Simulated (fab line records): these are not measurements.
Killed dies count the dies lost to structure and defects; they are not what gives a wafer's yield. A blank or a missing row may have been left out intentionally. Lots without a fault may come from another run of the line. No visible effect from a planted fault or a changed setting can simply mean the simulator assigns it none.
Which of the tools did it?	flow sky130	39 wafers from 13 lots sampled at 5 of the route's 708 steps

WHAT THE GAUGES SHOWED, per wafer
SKY_FIELD_ISO_BOW_MEAS_00. Usual: for INCOMING_BOW the level is 0 um and the standard deviation is 6.7.
lot	measured	on	INCOMING_BOW (um)	flag
L521	day 1 10:00	filmMetro-03	5 7 13	
L523	day 1 20:00	filmMetro-03	4 12 -2	
L524	day 2 01:00	filmMetro-02	-2 1 -3	
L525	day 2 06:01	filmMetro-01	5 15 2	
L527	day 2 16:02	filmMetro-01	-7 8 2	
L529	day 3 02:01	filmMetro-03	-8 6 4	
L530	day 3 07:00	filmMetro-03	-2 6 2	
L532	day 3 17:01	filmMetro-02	-2 0 -3	
L534	day 4 03:02	filmMetro-01	-6 0 7	
L536	day 4 13:01	filmMetro-03	5 -6 13	
L538	day 4 23:02	filmMetro-03	-5 4 6	
L541	day 5 14:00	filmMetro-03	0 -9 -8	
L542	day 5 19:00	filmMetro-02	15 1 -1	

SKY_SONOS_TUNNEL_TW_MEAS_12. Usual: for SONOS_TUNNEL_TW the level is 198.5 and the standard deviation is 2.1.
lot	measured	on	SONOS_TUNNEL_TW	flag
L521	day 11 08:05	filmMetro-02	201.8 200.6 201.8	
L523	day 12 13:06	filmMetro-02	200.7 199.9 200.1	
L524	day 12 13:31	filmMetro-02	199.8 199.3 200.0	
L525	day 12 18:43	filmMetro-03	197.7 196.4 196.5	
L527	day 13 02:41	filmMetro-03	197.5 197.6 196.5	
L529	day 13 22:22	filmMetro-03	198.6 197.0 197.0	
L530	day 14 06:05	filmMetro-03	240.7 241.6 241.9 240.7 242.0 241.1	OFF
L532	day 14 17:27	filmMetro-04	196.8 197.6 195.8	
L534	day 15 14:31	filmMetro-02	246.5 245.0 245.7 245.7 246.0 245.8	OFF
L536	day 16 06:39	filmMetro-04	197.4 197.6 196.3	
L538	day 17 03:19	filmMetro-04	196.6 197.8 196.8	
L541	day 18 11:58	filmMetro-03	197.5 197.6 199.3	
L542	day 19 13:11	filmMetro-03	197.2 198.5 198.5	

SKY_LI_CONTACT_OVL_MEAS_13. Usual: for LI_CONTACT_OVL the level is -4 nm and the standard deviation is 5.2.
lot	measured	on	LI_CONTACT_OVL (nm)	flag
L521	day 28 22:17	overlay-01	-3 -3 -8	
L523	day 30 09:32	overlay-02	-7 -7 -13	
L524	day 30 11:14	overlay-01	-3 -7 -7	
L525	day 30 18:20	overlay-02	-2 1 -3	
L527	day 31 00:41	overlay-02	-8 2 -6	
L529	day 32 01:11	overlay-02	-3 -1 -3	
L530	day 32 08:56	overlay-02	-7 -8 0	
L532	day 32 10:53	overlay-01	-17 -8 -11	
L534	day 33 14:33	overlay-02	-4 -10 -3	
L536	day 34 00:38	overlay-01	0 -4 -2	
L538	day 34 16:54	overlay-01	-13 -8 -16	
L541	day 36 01:41	overlay-02	-12 -3 -1	
L542	day 36 18:17	overlay-02	2 -1 -1	

WHAT TOOL EACH LOT RAN ON (gives the tool, then ch and the chambers of the sampled wafers, and finally the start)
lot	SKY_SONOS_TUNNEL_IMPLANT_09	SKY_LDD_LDN_STRIP_12
L521	implanter-03 ch 0, day 11 07:40	plasmaAsher-03 ch 0,1, day 22 15:19
L523	implanter-02 ch 0, day 12 12:41	plasmaAsher-04 ch 0,1, day 24 03:10
L524	implanter-03 ch 0, day 12 13:05	plasmaAsher-04 ch 0, day 24 06:33
L525	implanter-04 ch 0, day 12 18:19	plasmaAsher-02 ch 0,1, day 24 12:29
L527	implanter-04 ch 0, day 13 02:08	plasmaAsher-03 ch 0,1, day 24 20:08
L529	implanter-04 ch 0, day 13 21:57	plasmaAsher-02 ch 0,1, day 26 00:00
L530	implanter-02 ch 0, day 14 05:20	plasmaAsher-02 ch 0,1, day 26 08:26
L532	implanter-02 ch 0, day 14 17:01	plasmaAsher-04 ch 0,1, day 26 12:36
L534	implanter-03 ch 0, day 15 13:47	plasmaAsher-04 ch 0,1, day 27 17:31
L536	implanter-03 ch 0, day 16 06:15	plasmaAsher-03 ch 0,1, day 28 05:16
L538	implanter-02 ch 0, day 17 02:46	plasmaAsher-03 ch 0,1, day 28 22:20
L541	implanter-03 ch 0, day 18 11:28	plasmaAsher-02 ch 0,1, day 30 06:57
L542	implanter-04 ch 0, day 19 12:37	plasmaAsher-03 ch 0,1, day 31 02:13
- SKY_SONOS_TUNNEL_IMPLANT_09
- SKY_LDD_LDN_STRIP_12: strips in O2/N2.

AS READ BY THE TOOLS THEMSELVES (means over the sampled wafers that have a number; for cases with no such wafer, the mark the record gives instead)
SKY_LDD_LDN_STRIP_12. Usual: drypumpMotorCurrentA 5.9 A, standard deviation 0.56; oesProductAu 0.715 a.u., standard deviation 0.0045; stripTimeToEndpointS 14.36 s, standard deviation 0.036.
lot	tool	drypumpMotorCurrentA (A)	oesProductAu (a.u.)	stripTimeToEndpointS (s)	flag
L521	plasmaAsher-03	5.8	0.713	14.34	
L523	plasmaAsher-04	6.1	0.721	14.33	
L524	plasmaAsher-04	6.5	0.711	14.33	
L525	plasmaAsher-02	5.4	0.712	14.37	
L527	plasmaAsher-03	6.2	0.720	14.32	
L529	plasmaAsher-02	5.2	0.716	14.40	
L530	plasmaAsher-02	5.4	0.717	14.36	
L532	plasmaAsher-04	6.1	0.717	14.32	
L534	plasmaAsher-04	6.3	0.714	14.41	
L536	plasmaAsher-03	6.2	0.715	14.33	
L538	plasmaAsher-03	6.2	0.709	14.32	
L541	plasmaAsher-02	5.2	0.710	14.40	
L542	plasmaAsher-03	6.2	0.712	14.38	

THE ANSWER, worked out from the rows above alone
Rule: take the mean of a lot's wafers that have a number; if it is more than 3 standard deviations from the usual mean, the lot is off. A lot without any number at a reading at which 4 lots or more have one is off too. All remaining lots with rows at the step are treated as sound. After the gauges, taken in route order, come the tools' own readings; for these a lot's mean is taken, as printed above. At the first step where some lot is off, the reading lying furthest off is the one used; lots without a number count as furthest.
Off: at SKY_SONOS_TUNNEL_TW_MEAS_12 (SONOS_TUNNEL_TW), L530, L534.
A tool fits if, at a process step before that reading, it ran every lot that is off, and no sound lot after the first of them. Gauges at SKY_SONOS_TUNNEL_TW_MEAS_12: tried the same way as those tools. None of those tried fits.

WHAT THE SIMULATOR PUT IN
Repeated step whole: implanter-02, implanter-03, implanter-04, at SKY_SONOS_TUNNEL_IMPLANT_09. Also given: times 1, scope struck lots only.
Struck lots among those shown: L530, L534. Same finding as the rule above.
